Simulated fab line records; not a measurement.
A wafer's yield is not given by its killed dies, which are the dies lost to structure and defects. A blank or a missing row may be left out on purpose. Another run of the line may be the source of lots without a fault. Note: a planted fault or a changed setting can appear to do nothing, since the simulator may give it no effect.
A lot that was struck, set against a sound lot :: flow sky130 :: 14 steps out of a route of 708
Sound: wafers L252.1, L252.2, L252.4. Wafers L258.3, L258.4, L258.6 were the ones struck. At the end, the cause is stated.
Order at every step that has rows: each side's tool, ch and its chambers, its first start. Under that, the readings that differ: sound wafers :: struck wafers :: difference of the means :: sigmas: that difference in standard deviations of wafers without a fault.
alike: words and numbers the same on both sides, and readings whose means are apart by under 2 such deviations; not compared: readings that were withheld, readings missing a value for some wafer, numbers with overlapping values and no deviation given by the record, and bounds like >300 which may hide the same value.
The two part at a step that has a row with sigmas, a row that says differs or no value, or rows on one side only. Numbers that have no deviation but don't overlap get no sigmas and don't part them. Lack of a reading on every wafer of one side parts them only where that side has two or more wafers.

SKY_NWELL_RS_MEAS_29: measures by four-point-probe.
  sound on film-metro-03, day 6 21:19; struck on film-metro-02, day 8 06:37
  alike: NWELL_RS
SKY_NWELL_RS_MEAS_31: measures by four-point-probe.
  sound on film-metro-03, day 6 21:33; struck on film-metro-02, day 8 06:51
  alike: PWDE_RS
then, 7 steps without rows for these wafers: SKY_VT_ADJUST_HVTP_DEHYDRATE_00 (time 60 s); SKY_VT_ADJUST_HVTP_HMDS_01 (prime time 60 s); SKY_VT_ADJUST_HVTP_COAT_02 (resist thk 1140 nm); SKY_VT_ADJUST_HVTP_SOFTBAKE_03 (time 60 s); SKY_VT_ADJUST_HVTP_EXPOSE_04 (exposes mask HVTPM, target cd 380 nm); SKY_VT_ADJUST_HVTP_PEB_05; SKY_VT_ADJUST_HVTP_DEVELOP_06 (develop time 60 s).
SKY_VT_ADJUST_HVTP_CD_MEAS_07 targets a cd of 380 nm.
  sound on cd-sem-02, day 7 17:35; struck on cd-sem-01, day 9 03:55
  alike: cd-nm
SKY_VT_ADJUST_HVTP_OVL_MEAS_08:
  sound on overlay-01, day 7 17:42; struck on overlay-01, day 9 04:01
  alike: VT_ADJUST_HVTP_OVL
SKY_VT_ADJUST_HVTP_IMPLANT_09:
  sound on implanter-02 ch 0, day 7 17:44; struck on implanter-02 ch 0, day 9 04:05
reading: beam-energy-keV
sound: 149.97 149.95 150.03
struck: 159.92 159.83 159.87
difference: +9.89
sigmas: +99 or more

reading: model.implant.rp-nm (nm)
sound: 85.74 85.74 85.74
struck: 89.92 89.92 89.92
difference: +4.18
sigmas: 

reading: model.implant.drp-nm (nm)
sound: 33.4 33.4 33.4
struck: 35.23 35.23 35.23
difference: +1.83
sigmas: 
SKY_VT_ADJUST_HVTP_STRIP_10: strips in O2/N2.
  sound on plasma-asher-04 ch 0,1, day 7 17:53; struck on plasma-asher-04 ch 0,1, day 9 04:18
  alike: drypump-motor-current-A, oes-product-au, strip-time-to-endpoint-s
  not compared: rf-hours-counter-h
-- record jumps: 40 days separate the struck wafers' starts on either side; left off in module VT_ADJUST_HVTP, taken up again in module PAD_OPEN, whose first shown step is the route's number 708 --
SKY_PAD_OPEN_PROBE_99:
  sound on prober-01, day 47 09:41; struck on prober-01, day 48 23:32
reading: model.etest.tip-p.rs-ohm-sq
sound: 6813 6796 6818
struck: 6690 6662 6668
difference: -136
sigmas: 

reading: model.etest.pfet_01v8_mvt.off-log10-a-um
sound: -10.23 -10.28 -10.31
struck: -9.573 -9.627 -9.733
difference: +0.629
sigmas: 

reading: model.etest.sram-pfet-latch.off-log10-a-um
sound: -12.39 -12.43 -12.32
struck: -11.97 -12.2 -12.27
difference: +0.23
sigmas: 

reading: model.etest.pfet_01v8_mvt.vt-sat-v (V)
sound: -0.5437 -0.537 -0.5435
struck: -0.4634 -0.4838 -0.4888
difference: +0.0627
sigmas: 

reading: model.etest.pfet_01v8_mvt.vt-v (V)
sound: -0.6366 -0.6278 -0.6365
struck: -0.5595 -0.5735 -0.5781
difference: +0.0633
sigmas: 
  alike: killed_at_M0_to_M3, killed_at_M4_up, killed-at-contacts, killed-at-front-end, killed-at-other, killed-dies, killed-on-rim, killed-open, killed-short
  not compared: model.etest.pfet_01v8_mvt.drive-ua-um, model.etest.pfet_01v8.off-log10-a-um, model.etest.pfet_01v8_hvt.off-log10-a-um

== WHERE THEY PART ==
Only at SKY_VT_ADJUST_HVTP_IMPLANT_09, within this record. Later steps at which nothing parts them and some readings are alike: SKY_VT_ADJUST_HVTP_STRIP_10, SKY_PAD_OPEN_PROBE_99.

WHY: what the simulator had put in
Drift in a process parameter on implanter-02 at SKY_VT_ADJUST_HVTP_IMPLANT_09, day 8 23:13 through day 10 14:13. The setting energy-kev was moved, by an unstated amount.
